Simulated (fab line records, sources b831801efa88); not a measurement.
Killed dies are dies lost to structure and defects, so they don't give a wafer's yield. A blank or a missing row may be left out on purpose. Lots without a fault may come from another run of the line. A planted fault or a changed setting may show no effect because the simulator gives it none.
fab line records | flow gf180mcu
record lots=5 wafers=15 last_day=34
route steps=602 shown M3@421 V3@429 M4@456
lots that met no fault: from a run of the same line without faults
start_h: hours from the record's first day to the start of the lot's first wafer shown | wait_h: hours since the lot's step before | " the same as in the row above | L1.1+2: a row that stands for several wafers | - no value, or no start given | * or withheld: withheld | < > ~ a bound
route shown NAME@n: a module of which the file shows steps, and the number in the route of the first | usual: mean/standard deviation of fault-free wafers | same: alike in all rows | chamber/n: place in a boat | sites: the reading at each site | _std_site: their standard deviation | _edge_site: outer sites' mean less inner sites' | radius_mm: how far each site lies from the wafer's centre | mask NAME#n: copy n | behind: the tool/chamber that last shaped the wafer | hold: why the lot was held/for how many hours/how that ended | device: the transistor (n, p or np) that didn't switch | end of line: the same wafers' tests at the end of the route | a step without rows: its recipe alone | killed: dies lost to structure and defects at the first sort, not the wafer's yield | map: a wafer's dies, x killed, . not, _ none there
set.NAME: the setting as run; set.NAME@STEP: as run at that earlier step | model.NAME: the simulator's own value behind a step, which no gauge read
lots at some steps of the route; a table a step, a row a wafer
services: from which hour (start_h, from the record's first day; less than 0 if before it) a tool's chamber was out of use, for how many hours, and why
## steps
# step GF_M3_PEB_12
# recipe peb_temp_c=135 peb_time_s=90 resist=KrF
# columns lot.wafer tool chamber start_h wait_h
L076.2+3+6 litho_track-01 0 - -
L077.2+5+6 litho_track-01 0 - -
L078.1+2+6 litho_track-01 0 - -
L088.3+5+6 litho_track-04 0 - -
L096.1+4+5 litho_track-04 0 - -
# step GF_M3_DEVELOP_13
# recipe develop_time_s=60 dev_temp_c=21
# columns lot.wafer tool chamber start_h wait_h
L076.2+3+6 litho_track-01 0 506.53 0.2
L077.2+5+6 litho_track-01 0 516.53 0.2
L078.1+2+6 litho_track-01 0 527.51 0.2
L088.3+5+6 litho_track-04 0 606.35 0.1
L096.1+4+5 litho_track-04 0 664.75 0.2
# step GF_M3_CD_MEAS_14
# recipe target_cd_nm=280
# usual cd_nm=280.0/1
# columns lot.wafer tool chamber start_h wait_h cd_nm
L076.2 cd_sem-01 - 506.68 0.1 280.1
L076.3 " - " " 280.1
L076.6 " - " " 279.5
L077.2 cd_sem-02 - 516.68 0.1 278.7
L077.5 " - " " 280.6
L077.6 " - " " 280.3
L078.1 cd_sem-02 - 527.66 0.1 282.4
L078.2 " - " " 282.3
L078.6 " - " " 281.2
L088.3 cd_sem-02 - 606.49 0.1 279.0
L088.5 " - " " 280.6
L088.6 " - " " 279.5
L096.1 cd_sem-02 - 664.90 0.1 278.9
L096.4 " - " " 279.4
L096.5 " - " " 279.9
# step GF_M3_OVL_MEAS_15
# usual M3_OVL=-2/5.8
# columns lot.wafer tool chamber start_h wait_h M3_OVL[nm]
L076.2 overlay-02 - 506.78 0.1 3
L076.3 " - " " 0
L076.6 " - " " 5
L077.2 overlay-02 - 516.78 0.1 -6
L077.5 " - " " -10
L077.6 " - " " -4
L078.1 overlay-01 - 527.78 0.1 -12
L078.2 " - " " -7
L078.6 " - " " -5
L088.3 overlay-01 - 606.58 0.1 -14
L088.5 " - " " -11
L088.6 " - " " -24
L096.1 overlay-02 - 665.02 0.1 -6
L096.4 " - " " -3
L096.5 " - " " 2
# step GF_M3_METAL_ETCH_16
# recipe chemistry=Cl2/BCl3 mask_material=KrF target_depth_nm=750.8 stop_on=SiO2 pressure_mtorr=8 icp_w=800 bias_w=140 Cl2_flow_sccm=80 bcl3_flow_sccm=40 time_s=125.1
# usual bias_w=139.9/0.42 drypump_motor_current_A=5.24/0.3 he_backside_leak_sccm=3.4/0.3 oes_product_au=0.991/0.0061 throttle_valve_pct=28.229/0.011
# columns lot.wafer tool chamber start_h wait_h bias_w drypump_motor_current_A he_backside_leak_sccm oes_product_au rf_hours_counter_h throttle_valve_pct
L076.2 rie_metal-01 1 506.81 0.0 139.8 4.93 3.4 0.989 11 28.221
L076.3 " 1 " " 139.6 4.92 3.4 0.987 - 28.232
L076.6 " 0 " " 139.8 5.18 3.6 0.984 - 28.225
L077.2 rie_metal-02 0 516.81 0.0 140.6 5.12 3.4 0.984 11 28.225
L077.5 " 1 " " 139.2 5.44 3.6 0.998 - 28.241
L077.6 " 0 " " 139.1 5.12 3.3 0.995 - 28.230
L078.1 rie_metal-01 0 527.81 0.0 140.2 5.21 3.3 0.986 15 28.229
L078.2 " 1 " " 140.6 4.88 3.5 0.991 12 28.230
L078.6 " 0 " " 139.5 5.18 3.4 0.997 - 28.231
L088.3 rie_metal-02 1 606.65 0.1 140.4 5.43 3.5 0.996 - 28.226
L088.5 " 0 " " 140.9 5.10 3.4 0.986 - 28.237
L088.6 " 1 " " 140.0 5.44 3.2 0.999 - 28.208
L096.1 rie_metal-02 1 665.05 0.0 139.9 5.43 3.7 0.991 1 28.230
L096.4 " 0 " " 139.4 5.12 3.4 0.988 - 28.235
L096.5 " 1 " " 140.4 5.44 3.3 0.994 - 28.220
# step GF_M3_STRIP_17
# recipe chemistry=O2/N2 power_w=1400 pressure_mtorr=1500 platen_temp_c=250 o2_flow_sccm=3000 n2_flow_sccm=300 overash_fraction=0.5
# usual drypump_motor_current_A=6.0/0.46 heater_power_w=370/45 oes_product_au=0.537/0.0052 strip_time_to_endpoint_s=7.38/0.059
# columns lot.wafer tool chamber start_h wait_h drypump_motor_current_A heater_power_w oes_product_au rf_hours_counter_h strip_time_to_endpoint_s
L076.2 plasma_asher-03 1 506.94 0.1 4.9 300 0.537 94 7.31
L076.3 " 1 " " 4.9 306 0.531 - 7.33
L076.6 " 0 " " 6.2 397 0.540 - 7.37
L077.2 plasma_asher-03 0 516.94 0.1 6.2 406 0.531 95 7.33
L077.5 " 0 " " 6.2 403 0.544 - 7.37
L077.6 " 1 " " 4.9 303 0.535 - 7.30
L078.1 plasma_asher-04 1 527.94 0.1 6.6 434 0.529 73 7.36
L078.2 " 0 " " 6.1 314 0.533 73 7.42
L078.6 " 1 " " 6.6 430 0.536 - 7.34
L088.3 plasma_asher-01 0 606.77 0.1 5.6 364 0.534 - 7.30
L088.5 " 0 " " 5.6 361 0.540 - 7.44
L088.6 " 1 " " 5.9 385 0.527 - 7.31
L096.1 plasma_asher-04 1 665.18 0.1 6.6 431 0.537 89 7.42
L096.4 " 1 " " 6.6 428 0.536 - 7.30
L096.5 " 0 " " 6.1 320 0.538 - 7.38
# step GF_M3_STRIP_18
# recipe chemistry=post_etch_residue_remover time_s=1200 temp_c=72.5
# columns lot.wafer tool chamber start_h wait_h
L076.2+3+6 wet_bench-03 2 507.04 0.1
L077.2+5+6 wet_bench-02 2 517.04 0.1
L078.1+2+6 wet_bench-02 0 528.04 0.1
L088.3+5+6 wet_bench-04 3 606.83 0.0
L096.1+4+5 wet_bench-03 1 665.28 0.1
# step GF_M3_CLEAN_19
# recipe chemistry=DIW dry=n2_spin
# columns lot.wafer tool chamber start_h wait_h
L076.2+3+6 wet_bench-02 2 507.41 0.0
L077.2+5+6 wet_bench-02 1 517.38 0.0
L078.1+2+6 wet_bench-03 1 528.38 0.0
L088.3+5+6 wet_bench-03 0 607.21 0.0
L096.1+4+5 wet_bench-04 0 665.63 0.0
# step GF_V3_CVD_00
# recipe material=SiO2 target_thk_nm=600 sigma_open_frac=0.3 temp_c=400 time_s=100 sih4_flow_sccm=60 pressure_mtorr=6
# usual sih4_flow_sccm=60.00/0.19
# columns lot.wafer tool chamber start_h wait_h sih4_flow_sccm
L076.2 hdpcvd-02 1 507.51 0.0 60.00
L076.3 " 2 " " 59.89
L076.6 " 1 " " 59.81
L077.2 hdpcvd-01 1 517.47 0.0 60.07
L077.5 " 0 " " 60.21
L077.6 " 1 " " 59.81
L078.1 hdpcvd-02 2 528.49 0.0 60.04
L078.2 " 1 " " 59.97
L078.6 " 0 " " 59.82
L088.3 hdpcvd-01 1 607.30 0.0 60.15
L088.5 " 0 " " 60.00
L088.6 " 2 " " 59.84
L096.1 hdpcvd-02 1 665.72 0.0 59.89
L096.4 " 1 " " 60.06
L096.5 " 2 " " 59.99
# step GF_V3_THK_MEAS_01
# recipe reads=SiO2_of_V3_CVD_00
# usual V3_CVD_00_THK=599/7.6
# columns lot.wafer tool chamber start_h wait_h V3_CVD_00_THK[nm]
L076.2 film_metro-02 - 507.59 0.0 595
L076.3 " - " " 605
L076.6 " - " " 593
L077.2 film_metro-01 - 517.56 0.0 609
L077.5 " - " " 604
L077.6 " - " " 610
L078.1 film_metro-03 - 528.56 0.0 604
L078.2 " - " " 595
L078.6 " - " " 588
L088.3 film_metro-02 - 607.39 0.1 597
L088.5 " - " " 592
L088.6 " - " " 593
L096.1 film_metro-01 - 665.79 0.0 609
L096.4 " - " " 596
L096.5 " - " " 612
# step GF_V3_CVD_02
# recipe material=SiO2 target_thk_nm=850 precursor=TEOS temp_c=400 time_s=94.851 rf_w=600
# usual heater_power_w=663/100
# columns lot.wafer tool chamber start_h wait_h heater_power_w
L076.2 pecvd-02 2 507.64 0.0 741
L076.3 " 0 " " 639
L076.6 " 2 " " 592
L077.2 pecvd-04 2 517.61 0.0 854
L077.5 " 2 " " 690
L077.6 " 0 " " 634
L078.1 pecvd-02 1 528.62 0.1 691
L078.2 " 0 " " 625
L078.6 " 1 " " 736
L088.3 pecvd-03 1 607.43 0.0 639
L088.5 " 1 " " 683
L088.6 " 2 " " 536
L096.1 pecvd-04 0 665.85 0.1 532
L096.4 " 1 " " 839
L096.5 " 0 " " 587
# step GF_V3_THK_MEAS_03
# recipe reads=SiO2_of_V3_CVD_02
# usual V3_CVD_02_THK=847/13
# columns lot.wafer tool chamber start_h wait_h V3_CVD_02_THK[nm]
L076.2 film_metro-03 - 507.72 0.0 829
L076.3 " - " " 849
L076.6 " - " " 852
L077.2 film_metro-02 - 517.69 0.0 863
L077.5 " - " " 879
L077.6 " - " " 842
L078.1 film_metro-01 - 528.69 0.0 845
L078.2 " - " " 826
L078.6 " - " " 858
L088.3 film_metro-01 - 607.52 0.1 853
L088.5 " - " " 859
L088.6 " - " " 860
L096.1 film_metro-02 - 665.92 0.0 816
L096.4 " - " " 836
L096.5 " - " " 833
# step GF_V3_CMP_04
# recipe material=SiO2 down_force_psi=4 platen_rpm=60 pad_velocity_m_s=0.94248
# usual motor_current_A=12.5/0.93 slurry_filter_dp_kPa=13.51/0.12 slurry_flow_ml_min=150.0/0.44 time_to_endpoint_s=78/7
# columns lot.wafer tool chamber start_h wait_h motor_current_A slurry_filter_dp_kPa slurry_flow_ml_min time_to_endpoint_s
L076.2 cmp-02 1 507.77 0.0 12.2 13.68 149.9 84
L076.3 " 3 " " 13.4 13.60 149.8 85
L076.6 " 2 " " 12.2 13.53 149.7 84
L077.2 cmp-02 2 517.84 0.1 12.0 13.66 149.2 84
L077.6 " 0 " " 13.5 13.38 149.9 75
L077.5 " 1 " " 12.4 13.70 149.7 93
L078.1 cmp-01 2 528.75 0.1 12.7 13.36 150.1 73
L078.2 " 1 " " 12.8 13.57 150.2 67
L078.6 " 2 " " 12.9 13.60 149.5 78
L088.3 cmp-02 3 607.61 0.1 12.4 13.53 150.6 82
L088.5 " 2 " " 12.2 13.54 150.8 82
L088.6 " 3 " " 12.3 13.27 149.9 82
L096.4 cmp-01 1 665.98 0.0 12.4 13.69 149.3 74
L096.1 " 3 " " 14.5 13.52 149.6 62
L096.5 " 2 " " 13.1 13.38 150.6 71
# step GF_V3_BOW_MEAS_05
# recipe mode=bow
# usual V3_BOW=117/8.2
# columns lot.wafer tool chamber start_h wait_h V3_BOW[um]
L076.2 film_metro-01 - 508.09 0.3 111
L076.3 " - " " 115
L076.6 " - " " 122
L077.2 film_metro-01 - 518.06 0.2 114
L077.5 " - " " 123
L077.6 " - " " 123
L078.1 film_metro-02 - 529.05 0.2 121
L078.2 " - " " 126
L078.6 " - " " 118
L088.3 film_metro-03 - 607.90 0.2 115
L088.5 " - " " 115
L088.6 " - " " 113
L096.1 film_metro-02 - 666.28 0.1 122
L096.4 " - " " 118
L096.5 " - " " 119
# step GF_V3_DEHYDRATE_06
# recipe temp_c=200 time_s=60
# columns lot.wafer tool chamber start_h wait_h
L076.2+3+6 litho_track-04 0 518.98 10.9
L077.2+5+6 litho_track-01 0 528.63 10.6
L078.1+2+6 litho_track-03 0 539.90 10.8
L088.3+5+6 litho_track-01 0 617.30 9.4
L096.1+4+5 litho_track-04 0 675.40 9.1
# step GF_V3_HMDS_07
# recipe prime_time_s=60 prime_temp_c=120
# usual prime_temp_c=119.97/0.14
# columns lot.wafer tool chamber start_h wait_h prime_temp_c
L076.2 litho_track-04 0 519.13 0.1 119.81
L076.3 " 0 " " 119.88
L076.6 " 0 " " 119.72
L077.2 litho_track-01 0 528.78 0.1 119.94
L077.5 " 0 " " 119.86
L077.6 " 0 " " 119.94
L078.1 litho_track-03 0 540.05 0.1 119.93
L078.2 " 0 " " 120.17
L078.6 " 0 " " 120.11
L088.3 litho_track-01 0 617.45 0.1 119.89
L088.5 " 0 " " 119.88
L088.6 " 0 " " 119.97
L096.1 litho_track-04 0 675.55 0.1 119.87
L096.4 " 0 " " 119.93
L096.5 " 0 " " 120.01
# step GF_V3_COAT_08
# recipe resist=BARC temp_c=withheld time_s=withheld spin_rpm=withheld resist_thk_nm=withheld
# columns lot.wafer tool chamber start_h wait_h
L076.2+3+6 litho_track-04 0 519.28 0.1
L077.2+5+6 litho_track-01 0 528.93 0.1
L078.1+2+6 litho_track-03 0 540.20 0.1
L088.3+5+6 litho_track-01 0 617.60 0.1
L096.1+4+5 litho_track-04 0 675.70 0.1
# step GF_V3_COAT_09
# recipe resist=KrF spin_rpm=withheld resist_thk_nm=1000
# columns lot.wafer tool chamber start_h wait_h
L076.2+3+6 litho_track-04 0 - -
L077.2+5+6 litho_track-01 0 - -
L078.1+2+6 litho_track-03 0 - -
L088.3+5+6 litho_track-01 0 - -
L096.1+4+5 litho_track-04 0 - -
# step GF_V3_SOFTBAKE_10
# recipe temp_c=130 time_s=60 resist=KrF
# columns lot.wafer tool chamber start_h wait_h
L076.2+3+6 litho_track-04 0 - -
L077.2+5+6 litho_track-01 0 - -
L078.1+2+6 litho_track-03 0 - -
L088.3+5+6 litho_track-01 0 - -
L096.1+4+5 litho_track-04 0 - -
# step GF_V3_EXPOSE_11
# recipe mask_id=Via3 target_cd_nm=260 na=0.68 source_shape=conventional sigma_outer=0.6 dose_mj=38
# columns lot.wafer tool chamber start_h wait_h mask
L076.2+3+6 krf_scanner-02 0 - - Via3#0
L077.2+5+6 krf_scanner-01 0 - - Via3#0
L078.1+2+6 krf_scanner-02 0 - - Via3#0
L088.3+5+6 krf_scanner-02 0 - - Via3#0
L096.1+4+5 krf_scanner-02 0 - - Via3#0
# step GF_V3_PEB_12
# recipe peb_temp_c=135 peb_time_s=90 resist=KrF
# columns lot.wafer tool chamber start_h wait_h
L076.2+3+6 litho_track-01 0 - -
L077.2+5+6 litho_track-01 0 - -
L078.1+2+6 litho_track-04 0 - -
L088.3+5+6 litho_track-01 0 - -
L096.1+4+5 litho_track-04 0 - -
# step GF_V3_DEVELOP_13
# recipe develop_time_s=60 resist=KrF dev_temp_c=21
# columns lot.wafer tool chamber start_h wait_h
L076.2+3+6 litho_track-01 0 530.58 0.2
L077.2+5+6 litho_track-01 0 540.78 0.2
L078.1+2+6 litho_track-04 0 552.00 0.2
L088.3+5+6 litho_track-01 0 628.35 0.1
L096.1+4+5 litho_track-04 0 685.35 0.2
# step GF_V3_CD_MEAS_14
# recipe target_cd_nm=260
# usual cd_nm=260.2/1.2
# columns lot.wafer tool chamber start_h wait_h cd_nm
L076.2 cd_sem-02 - 530.73 0.1 257.4
L076.3 " - " " 257.9
L076.6 " - " " 258.1
L077.2 cd_sem-01 - 540.93 0.1 263.1
L077.5 " - " " 262.1
L077.6 " - " " 263.3
L078.1 cd_sem-01 - 552.15 0.1 259.4
L078.2 " - " " 260.4
L078.6 " - " " 260.4
L088.3 cd_sem-01 - 628.49 0.1 261.0
L088.5 " - " " 261.9
L088.6 " - " " 260.4
L096.1 cd_sem-02 - 685.50 0.1 259.0
L096.4 " - " " 259.4
L096.5 " - " " 258.7
# step GF_V3_OVL_MEAS_15
# usual V3_OVL=-1/4.8
# columns lot.wafer tool chamber start_h wait_h V3_OVL[nm]
L076.2 overlay-01 - 530.83 0.1 -3
L076.3 " - " " 0
L076.6 " - " " -1
L077.2 overlay-02 - 541.03 0.1 -8
L077.5 " - " " -15
L077.6 " - " " -7
L078.1 overlay-02 - 552.27 0.1 4
L078.2 " - " " -2
L078.6 " - " " -2
L088.3 overlay-02 - 628.59 0.1 5
L088.5 " - " " 9
L088.6 " - " " 7
L096.1 overlay-02 - 685.62 0.1 -1
L096.4 " - " " -2
L096.5 " - " " 2
# step GF_V3_ETCH_16
# recipe chemistry=N2/H2 target_depth_a=withheld overetch_a=withheld time_s=withheld target=BARC ion_energy_ev=200 source_w=500 bias_w=100 pressure_mtorr=30 n2_flow_sccm=100 h2_flow_sccm=200
# usual bias_w=99.99/0.27 drypump_motor_current_A=5.8/0.44 oes_product_au=0.854/0.0048 throttle_valve_pct=13.225/0.0093
# columns lot.wafer tool chamber start_h wait_h bias_w drypump_motor_current_A oes_product_au throttle_valve_pct
L076.2 rie_diel-01 3 530.86 0.0 99.79 5.8 0.856 13.229
L076.3 " 1 " " 99.75 6.3 0.854 13.232
L076.6 " 3 " " 100.16 5.8 0.858 13.232
L077.2 rie_diel-01 1 541.06 0.0 99.87 6.3 0.852 13.219
L077.5 " 2 " " 99.79 5.7 0.846 13.228
L077.6 " 1 " " 99.93 6.3 0.844 13.220
L078.1 rie_diel-02 1 552.31 0.0 100.22 6.5 0.856 13.235
L078.2 " 2 " " 100.11 5.3 0.857 13.225
L078.6 " 3 " " 99.79 5.9 0.852 13.212
L088.3 rie_diel-04 0 628.61 0.0 99.87 4.8 0.855 13.225
L088.5 " 0 " " 99.93 4.8 0.858 13.239
L088.6 " 1 " " 99.93 5.8 0.853 13.227
L096.1 rie_diel-04 0 685.65 0.0 100.09 4.8 0.847 13.221
L096.4 " 1 " " 100.40 5.8 0.857 13.230
L096.5 " 1 " " 99.94 5.7 0.853 13.227
# step GF_V3_ETCH_17
# recipe chemistry=C4F8/O2/Ar mask_material=KrF target=SiO2 stop_on=TiN source_w=1500 bias_w=1200 pressure_mtorr=40 c4f8_flow_sccm=withheld O2_flow_sccm=6 Ar_flow_sccm=300 time_s=withheld target_depth_a=6350
# usual bias_w=1200/3.6 oes_product_au=0.855/0.0049
# columns lot.wafer tool chamber start_h wait_h bias_w oes_product_au
L076.2 rie_diel-01 3 - - 1195 0.856
L076.3 " 1 " " 1200 0.856
L076.6 " 3 " " 1196 0.856
L077.2 rie_diel-01 1 - - 1202 0.864
L077.5 " 2 " " 1207 0.850
L077.6 " 1 " " 1197 0.864
L078.1 rie_diel-02 1 - - 1198 0.859
L078.2 " 2 " " 1199 0.856
L078.6 " 3 " " 1194 0.852
L088.3 rie_diel-04 0 - - 1200 0.849
L088.5 " 0 " " 1202 0.857
L088.6 " 1 " " 1202 0.851
L096.1 rie_diel-04 0 - - 1199 0.852
L096.4 " 1 " " 1201 0.858
L096.5 " 1 " " 1199 0.857
# step GF_V3_STRIP_18
# recipe chemistry=O2/N2 power_w=1400 pressure_mtorr=1500 platen_temp_c=250 o2_flow_sccm=3000 n2_flow_sccm=300 overash_fraction=0.5
# usual drypump_motor_current_A=6.2/0.41 heater_power_w=362/58 oes_product_au=0.593/0.0051
# columns lot.wafer tool chamber start_h wait_h drypump_motor_current_A heater_power_w oes_product_au rf_hours_counter_h
L076.2 plasma_asher-01 0 530.99 - 5.6 362 0.602 9
L076.3 " 0 " " 5.6 353 0.592 -
L076.6 " 1 " " 5.9 371 0.600 -
L077.2 plasma_asher-01 0 541.19 - 5.6 363 0.601 10
L077.5 " 0 " " 5.6 378 0.594 -
L077.6 " 1 " " 5.9 380 0.583 -
L078.1 plasma_asher-02 0 552.43 - 6.4 280 0.598 47
L078.2 " 1 " " 5.5 404 0.589 47
L078.6 " 0 " " 6.3 278 0.592 -
L088.3 plasma_asher-04 0 628.77 - 6.1 316 0.584 -
L088.5 " 0 " " 6.1 312 0.595 -
L088.6 " 1 " " 6.7 425 0.596 -
L096.1 plasma_asher-02 1 685.78 - 5.5 394 0.587 62
L096.4 " 1 " " 5.5 393 0.593 -
L096.5 " 0 " " 6.4 282 0.588 -
# step GF_V3_STRIP_19
# recipe chemistry=post_etch_residue_remover time_s=1200 temp_c=72.5
# columns lot.wafer tool chamber start_h wait_h
L076.2+3+6 wet_bench-02 3 531.12 0.1
L077.2+5+6 wet_bench-02 1 541.29 0.1
L078.1+2+6 wet_bench-02 0 552.53 0.1
L088.3+5+6 wet_bench-02 0 628.84 0.0
L096.1+4+5 wet_bench-01 2 685.88 0.1
# step GF_V3_CLEAN_20
# recipe chemistry=DIW dry=n2_spin
# columns lot.wafer tool chamber start_h wait_h
L076.2+3+6 wet_bench-01 0 531.46 0.0
L077.2+5+6 wet_bench-01 3 541.66 0.0
L078.1+2+6 wet_bench-04 0 552.88 0.0
L088.3+5+6 wet_bench-01 1 629.21 0.0
L096.1+4+5 wet_bench-04 3 686.26 0.0
# step GF_V3_SPUTTER_21
# recipe material=Ti target_thk_nm=15 chamber_pressure_pa=5 power_w=2500 substrate_temp_c=200 time_s=80.02
# usual cathode_dc_power_W=2500.0/0.44 throttle_valve_pct=30.3/0.63
# columns lot.wafer tool chamber start_h wait_h cathode_dc_power_W throttle_valve_pct
L076.2 pvd_sputter-03 - 531.55 0.0 2500.0 30.0
L076.3 " - " " 2500.1 29.8
L076.6 " - " " 2499.7 29.6
L077.2 pvd_sputter-03 - 541.75 0.0 2500.1 30.2
L077.5 " - " " 2500.6 30.1
L077.6 " - " " 2499.2 30.6
L078.1 pvd_sputter-02 - 552.97 0.0 2500.2 30.5
L078.2 " - " " 2500.1 30.8
L078.6 " - " " 2499.7 30.5
L088.3 pvd_sputter-02 - 629.30 0.0 2500.5 29.7
L088.5 " - " " 2500.1 30.5
L088.6 " - " " 2500.6 30.3
L096.1 pvd_sputter-02 - 686.36 0.0 2499.9 30.7
L096.4 " - " " 2499.7 29.4
L096.5 " - " " 2499.8 30.7
# step GF_V3_SPUTTER_22
# recipe material=TiN target_thk_nm=10 chamber_pressure_pa=5 power_w=4000 time_s=40
# usual cathode_dc_power_W=3999.9/0.7 throttle_valve_pct=30.3/0.67
# columns lot.wafer tool chamber start_h wait_h cathode_dc_power_W throttle_valve_pct
L076.2 pvd_sputter-03 - 531.61 0.0 4000.2 29.9
L076.3 " - " " 3999.1 29.8
L076.6 " - " " 3999.9 30.0
L077.2 pvd_sputter-03 - 541.82 0.0 3999.8 29.8
L077.5 " - " " 4000.5 29.9
L077.6 " - " " 4000.8 30.5
L078.1 pvd_sputter-02 - 553.03 0.0 3998.6 30.5
L078.2 " - " " 3999.9 30.6
L078.6 " - " " 3999.5 30.5
L088.3 pvd_sputter-02 - 629.37 0.0 3999.1 29.9
L088.5 " - " " 3999.7 30.8
L088.6 " - " " 3999.3 30.5
L096.1 pvd_sputter-02 - 686.42 0.0 3998.7 30.9
L096.4 " - " " 3999.7 29.1
L096.5 " - " " 4000.2 30.9
# step GF_V3_CVD_23
# recipe material=W target_thk_nm=350 time_s=104.9 temp_c=400 pressure_torr=40
# usual heater_power_w=935/120
# columns lot.wafer tool chamber start_h wait_h heater_power_w
L076.2 cvd_w-02 0 531.69 0.1 841
L076.3 " 0 " " 834
L076.6 " 0 " " 804
L077.2 cvd_w-02 0 542.08 0.2 833
L077.5 " 0 " " 867
L077.6 " 0 " " 859
L078.1 cvd_w-01 0 553.07 0.0 810
L078.2 " 1 " " 1104
L078.6 " 1 " " 1062
L088.3 cvd_w-02 1 629.44 0.1 1040
L088.5 " 1 " " 1025
L088.6 " 0 " " 837
L096.1 cvd_w-01 1 686.46 0.0 1093
L096.4 " 0 " " 840
L096.5 " 1 " " 1078
# step GF_V3_RS_MEAS_24
# recipe thk_meas_gauge=four-point-probe reads=W_of_V3_CVD_23+TiN_of_V3_SPUTTER_22+Ti_of_V3_SPUTTER_21
# usual V3_W_RS=0.324/0.0037
# columns lot.wafer tool chamber start_h wait_h V3_W_RS[ohm/sq]
L076.2 film_metro-03 - 531.89 0.2 0.332
L076.3 " - " " 0.333
L076.6 " - " " 0.329
L077.2 film_metro-02 - 542.29 0.2 0.326
L077.5 " - " " 0.325
L077.6 " - " " 0.331
L078.1 film_metro-03 - 553.18 0.1 0.322
L078.2 " - " " 0.321
L078.6 " - " " 0.320
L088.3 film_metro-02 - 629.56 0.1 0.319
L088.5 " - " " 0.323
L088.6 " - " " 0.325
L096.1 film_metro-02 - 686.57 0.1 0.324
L096.4 " - " " 0.323
L096.5 " - " " 0.325
# step GF_V3_THK_MEAS_25
# recipe thk_meas_gauge=xrf reads=W_of_V3_CVD_23
# usual V3_W_THK=362/5.6
# columns lot.wafer tool chamber start_h wait_h V3_W_THK[nm]
L076.2 film_metro-03 - 532.00 0.1 347
L076.3 " - " " 347
L076.6 " - " " 353
L077.2 film_metro-02 - 542.40 0.1 365
L077.5 " - " " 366
L077.6 " - " " 359
L078.1 film_metro-03 - 553.30 0.1 368
L078.2 " - " " 369
L078.6 " - " " 369
L088.3 film_metro-02 - 629.66 0.1 371
L088.5 " - " " 368
L088.6 " - " " 364
L096.1 film_metro-02 - 686.69 0.1 366
L096.4 " - " " 368
L096.5 " - " " 366
# step GF_V3_CMP_26
# recipe stop_on=SiO2 down_force_psi=3.5 platen_rpm=60 t_overpolish_s=15 target_thk_nm=0 pad_velocity_m_s=0.94248
# usual motor_current_A=11.5/1 overpolish_run_s=15.001/0.01 slurry_filter_dp_kPa=13.49/0.14 slurry_flow_ml_min=150.0/0.46 time_to_endpoint_s=85/4.5
# columns lot.wafer tool chamber start_h wait_h motor_current_A overpolish_run_s slurry_filter_dp_kPa slurry_flow_ml_min time_to_endpoint_s
L076.2 cmp-01 1 532.10 0.1 12.1 15.012 13.54 149.6 79
L076.3 " 2 " " 11.9 15.003 13.47 149.0 80
L076.6 " 0 " " 9.9 14.992 13.55 149.6 81
L077.2 cmp-01 1 542.45 0.0 12.1 14.997 13.49 150.2 81
L077.5 " 1 " " 11.5 14.993 13.45 149.5 80
L077.6 " 2 " " 12.1 15.001 13.63 150.3 82
L078.1 cmp-02 3 553.41 0.1 12.1 14.991 13.64 150.4 84
L078.2 " 1 " " 11.0 14.993 13.64 149.7 92
L078.6 " 3 " " 12.0 14.996 13.52 150.2 85
L088.3 cmp-02 2 629.92 0.3 11.5 14.995 13.21 149.9 81
L088.5 " 0 " " 11.2 15.017 13.51 150.4 81
L088.6 " 1 " " 11.1 14.994 13.46 150.3 91
L096.1 cmp-01 2 686.80 0.1 10.8 14.986 13.51 149.8 87
L096.4 " 0 " " 9.8 15.000 13.54 150.1 84
L096.5 " 1 " " 12.1 14.995 13.45 149.8 81
# step GF_M4_SPUTTER_00
# recipe material=Ti target_thk_nm=37.5 arriving_ion_energy_ev=80 substrate_temp_c=200 chamber_pressure_pa=2 power_w=4000 time_s=150
# usual cathode_dc_power_W=4000.0/0.74 throttle_valve_pct=30.2/0.91
# columns lot.wafer tool chamber start_h wait_h cathode_dc_power_W throttle_valve_pct
L076.2 pvd_sputter-03 - 532.35 0.2 4001.2 30.8
L076.3 " - " " 3999.3 30.1
L076.6 " - " " 4000.5 30.5
L077.2 pvd_sputter-02 - 542.75 0.2 4000.0 30.9
L077.5 " - " " 4000.9 30.6
L077.6 " - " " 4000.6 29.5
L078.1 pvd_sputter-03 - 553.66 0.2 3999.6 30.6
L078.2 " - " " 4000.4 30.3
L078.6 " - " " 3999.6 30.0
L088.3 pvd_sputter-02 - 630.12 0.1 3999.7 29.5
L088.5 " - " " 4000.2 30.3
L088.6 " - " " 3999.4 29.5
L096.1 pvd_sputter-04 - 687.05 0.2 4000.0 28.2
L096.4 " - " " 3999.7 30.8
L096.5 " - " " 4000.4 28.7
# step GF_M4_SPUTTER_01
# recipe material=TiN target_thk_nm=30 power_w=6500 time_s=25 chamber_pressure_pa=0.4
# usual cathode_dc_power_W=6499.9/1.2 throttle_valve_pct=30.2/0.91
# columns lot.wafer tool chamber start_h wait_h cathode_dc_power_W throttle_valve_pct
L076.2 pvd_sputter-03 - 532.45 0.1 6499.7 30.6
L076.3 " - " " 6500.3 30.3
L076.6 " - " " 6499.3 30.6
L077.2 pvd_sputter-02 - 542.85 0.1 6499.8 30.6
L077.5 " - " " 6498.4 30.7
L077.6 " - " " 6499.9 29.5
L078.1 pvd_sputter-03 - 553.76 0.1 6498.6 30.7
L078.2 " - " " 6501.4 30.1
L078.6 " - " " 6499.9 30.2
L088.3 pvd_sputter-02 - 630.22 0.1 6499.7 30.0
L088.5 " - " " 6500.0 30.3
L088.6 " - " " 6500.3 29.6
L096.1 pvd_sputter-04 - 687.15 0.1 6499.6 28.7
L096.4 " - " " 6501.2 30.8
L096.5 " - " " 6498.7 28.6
## services
# columns tool chamber start_h hours kind
pvd_sputter-02 - 486.72 6.4 repair
rie_diel-01 3 487.52 3.2 repair
plasma_asher-04 - 488.52 2.8 pm
pvd_sputter-03 - 489.57 30.4 repair
plasma_asher-04 - 498.15 1.4 repair
cmp-01 - 503.18 7.0 pm
cmp-02 - 510.42 7.3 pm
plasma_asher-01 - 512.88 2.8 pm
krf_scanner-02 - 526.22 1.3 pm
cvd_w-02 1 530.47 13.1 repair
plasma_asher-01 - 531.99 4.9 repair
krf_scanner-02 - 546.72 0.8 pm
cmp-02 - 549.37 0.5 repair
pvd_sputter-02 - 563.79 2.6 repair
cmp-01 - 572.00 4.0 pm
wet_bench-02 - 590.57 8.6 repair
rie_diel-01 3 616.42 10.4 repair
krf_scanner-02 - 620.86 0.3 repair
krf_scanner-02 - 622.75 1.3 repair
krf_scanner-02 - 625.24 1.0 pm
cmp-01 - 625.36 7.4 repair
krf_scanner-02 - 633.65 1.5 repair
cmp-02 - 668.64 1.5 repair
pvd_sputter-02 - 670.03 1.7 repair
## key
fault none
